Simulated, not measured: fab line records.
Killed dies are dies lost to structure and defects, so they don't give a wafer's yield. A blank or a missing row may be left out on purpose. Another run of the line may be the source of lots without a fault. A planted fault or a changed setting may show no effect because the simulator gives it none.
Matching of chambers / flow sky130 / 4 sister chambers for SKY_VIA4_CMP_02 on cmp-01
The step polishes SiO2. 4 wafers are shown with their chamber, then 12 later ones without.

## EACH WAFER AND ITS CHAMBER
wafer=L089.1; chamber=2; motorCurrentA (A)=11.2
wafer=L090.3; chamber=3; motorCurrentA (A)=11.8
wafer=L090.4; chamber=0; motorCurrentA (A)=12.7
wafer=L090.6; chamber=1; motorCurrentA (A)=10.9

## WAFERS MISSING THEIR CHAMBER
wafer=L091.1; motorCurrentA (A)=12.7
wafer=L091.2; motorCurrentA (A)=11.1
wafer=L091.4; motorCurrentA (A)=10.3
wafer=L094.1; motorCurrentA (A)=10.6
wafer=L094.5; motorCurrentA (A)=10.7
wafer=L094.6; motorCurrentA (A)=10.2
wafer=L093.1; motorCurrentA (A)=11.9
wafer=L093.2; motorCurrentA (A)=12.4
wafer=L093.6; motorCurrentA (A)=11.5
wafer=L097.1; motorCurrentA (A)=10.6
wafer=L097.3; motorCurrentA (A)=12.6
wafer=L097.5; motorCurrentA (A)=12.5

## WHICH CHAMBER EACH ONE RAN IN
wafer=L091.1; from the rows above=0; in truth=0
wafer=L091.2; from the rows above=can't be placed: 2 or 1 or 3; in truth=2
wafer=L091.4; from the rows above=can't be placed: 1 or 2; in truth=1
wafer=L094.1; from the rows above=can't be placed: 1 or 2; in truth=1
wafer=L094.5; from the rows above=can't be placed: 1 or 2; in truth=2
wafer=L094.6; from the rows above=can't be placed: 1 or 2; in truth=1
wafer=L093.1; from the rows above=can't be placed: 3 or 2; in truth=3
wafer=L093.2; from the rows above=can't be placed: 0 or 3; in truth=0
wafer=L093.6; from the rows above=can't be placed: 2 or 3 or 1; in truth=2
wafer=L097.1; from the rows above=can't be placed: 1 or 2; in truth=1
wafer=L097.3; from the rows above=0; in truth=0
wafer=L097.5; from the rows above=can't be placed: 0 or 3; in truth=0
2 of 12 placed correctly. Can't be placed from these rows: 10 (the true chamber is among the candidates in 10). Number placed wrongly: 0.
How it was worked out, from the rows above alone: a wafer's distance from a chamber is the root of the sum, over the readings, of the square of ((its reading less the chamber's mean) divided by the reading's scatter). If the next closest chamber is less than 2 further off than the closest, the wafer can't be placed; otherwise it belongs to the closest. A chamber's mean is the mean of its shown wafers. The scatter (one wafer shown for each chamber): square how far every hidden wafer sits from the nearest shown wafer, average those squares and take the square root.
